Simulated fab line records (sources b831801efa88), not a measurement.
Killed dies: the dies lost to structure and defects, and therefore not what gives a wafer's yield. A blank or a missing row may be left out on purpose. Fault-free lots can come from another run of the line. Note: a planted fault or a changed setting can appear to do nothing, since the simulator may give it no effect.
Struck lot and sound lot, side by side -- flow gf180mcu -- 14 out of 602 route steps
Sound: wafers L878.2, L878.4, L878.5. The struck wafers were L889.1, L889.2, L889.6. Last of all comes the cause.
Each step with rows lists, per side, the tool, then ch with its chambers, then its first start. Under that, the readings that differ: sound wafers -- struck wafers -- difference of the means -- sigmas: that difference in standard deviations of wafers without a fault.
alike: a reading whose means differ by less than 2 such deviations, as well as words and numbers matching on both sides. not compared: withheld readings; readings where some wafer has no value; bounds like >300 that might hide an equal value; numbers whose values overlap and for which the record gives no deviation.
A row with sigmas, a row that says differs or no value, or rows on one side alone: a step with any of these is where the two part. Numbers that have no deviation but don't overlap get no sigmas and don't part them. Lack of a reading on every wafer of one side parts them only where that side has two or more wafers.

first, 4 steps without rows for these wafers: GF_V1_SOFTBAKE_10 (time 60 s); GF_V1_EXPOSE_11 (exposes mask Via1, target cd 260 nm); GF_V1_PEB_12 (peb time 90 s); GF_V1_DEVELOP_13 (develop time 60 s).
GF_V1_CD_MEAS_14: target cd 260 nm.
  sound on cd_sem-02, day 17 20:41; struck on cd_sem-02, day 21 21:17
  alike: cd_nm
GF_V1_OVL_MEAS_15:
  sound on overlay-02, day 17 20:47; struck on overlay-02, day 21 21:24
  alike: V1_OVL
GF_V1_ETCH_16: etches BARC in N2/H2.
  sound on rie_diel-03 ch 0,1,2, day 17 20:49; struck on rie_diel-04 ch 0,2,3, day 21 21:26
  alike: bias_w, drypump_motor_current_A, oes_product_au, throttle_valve_pct
GF_V1_ETCH_17: etches SiO2 in C4F8/O2/Ar, stops on TiN, target depth 630 nm.
  sound: rie_diel-03 ch 0,1,2; struck: rie_diel-04 ch 0,2,3
  alike: bias_w, oes_product_au
GF_V1_STRIP_18: strips in O2/N2.
  sound on plasma_asher-04 ch 0, day 17 20:57; struck on plasma_asher-04 ch 0,1, day 21 21:34
  alike: drypump_motor_current_A, heater_power_w, oes_product_au
  not compared: rf_hours_counter_h
then, 2 steps without rows for these wafers: GF_V1_STRIP_19 (strips in post etch residue remover, time 1200 s); GF_V1_CLEAN_20 (cleans in DIW).
GF_V1_SPUTTER_21: material Ti, target thk 15 nm, time 80.02 s.
  sound on pvd_sputter-02, day 17 21:31; struck on pvd_sputter-02, day 21 22:06
  alike: cathode_dc_power_W, chamber_pressure_pa, throttle_valve_pct
GF_V1_SPUTTER_22: material TiN, target thk 10 nm, time 40 s.
  sound on pvd_sputter-02, day 17 21:35; struck on pvd_sputter-02, day 21 22:10
  no value came back on the struck wafers for cathode_dc_power_W (W), chamber_pressure_pa (Pa), throttle_valve_pct (%); on the sound wafers cathode_dc_power_W (W) reads 4001.2 3999.6 4000.5
GF_V1_CVD_23: deposits W, target thk 350 nm, time 105.05 s.
  sound on cvd_w-02 ch 0,1, day 17 21:37; struck on cvd_w-01 ch 0,1, day 21 22:12
  alike: heater_power_w

## WHERE THEY PART
Only at GF_V1_SPUTTER_22, within this record. Later steps at which nothing parts them and some readings are alike: GF_V1_CVD_23.

WHY: the cause the simulator had injected
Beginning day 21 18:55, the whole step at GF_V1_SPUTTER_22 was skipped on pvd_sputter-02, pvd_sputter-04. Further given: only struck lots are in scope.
